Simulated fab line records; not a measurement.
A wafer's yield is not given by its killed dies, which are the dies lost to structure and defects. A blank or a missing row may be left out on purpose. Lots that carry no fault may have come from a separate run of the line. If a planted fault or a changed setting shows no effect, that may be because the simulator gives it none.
Which tool is to blame?    flow gf180mcu    21 wafers from 7 lots sampled at 3 of the route's 602 steps

## WHAT THE GAUGES READ, wafer by wafer
GF_VT_IMPLANT_OVL_MEAS_40.
lot   measured      on          VT_IMPLANT_03_OVL (nm)
L657  day 8 13:57   overlay-01  -0.2 -2.0 -1.5
L662  day 10 03:48  overlay-02  1.3 -1.3 0.3
L665  day 11 02:58  overlay-02  -0.1 1.9 1.6
L667  day 11 12:33  overlay-02  -0.3 0.8 -0.8
L669  day 12 02:35  overlay-01  -1.3 -0.2 -0.9
L671  day 12 11:47  overlay-02  1.8 -0.1 0.0
L674  day 13 15:11  overlay-01  0.5 1.5 1.4

## EACH LOT AND THE TOOL THAT RAN IT (in order: tool; ch and the chambers of the sampled wafers; start)
lot   GF_LVPWELL_STRIP_10                  GF_MVSD_STRIP_10
L657  plasma asher-02 ch 0,1, day 4 20:10  plasma asher-04 ch 0,1, day 5 10:32
L662  plasma asher-03 ch 0,1, day 6 02:56  plasma asher-04 ch 0,1, day 6 18:02
L665  plasma asher-04 ch 0,1, day 6 20:58  plasma asher-02 ch 0,1, day 7 12:41
L667  plasma asher-04 ch 0,1, day 7 05:40  plasma asher-02 ch 0,1, day 7 21:10
L669  plasma asher-04 ch 0,1, day 7 16:53  plasma asher-01 ch 0,1, day 8 08:46
L671  plasma asher-02 ch 0,1, day 8 01:34  plasma asher-04 ch 0,1, day 8 18:02
L674  plasma asher-02 ch 0,1, day 8 22:22  plasma asher-04 ch 0,1, day 9 15:34
- GF_LVPWELL_STRIP_10: strips in O2/N2.
- GF_MVSD_STRIP_10: strips in O2/N2.

## THE ANSWER, worked out from the rows above alone
Rule: the usual values come from the lots themselves. The widest of any qualifying gaps counts: lots, ordered by their means at a reading, are off when they make up no more than a third of the lots, leave a main group of 4 or more, and stand apart from it by 3 or more times the standard deviation of that group's means. The tables above print the reading to a certain number of digits; a main group whose means all agree to those digits is not used. A lot without any number at a reading at which 4 lots or more have one is off too. The other lots that the step has rows for count as sound.
Nothing can be told from this: no lot is off at any reading shown.

## WHAT THE SIMULATOR HAD INSERTED
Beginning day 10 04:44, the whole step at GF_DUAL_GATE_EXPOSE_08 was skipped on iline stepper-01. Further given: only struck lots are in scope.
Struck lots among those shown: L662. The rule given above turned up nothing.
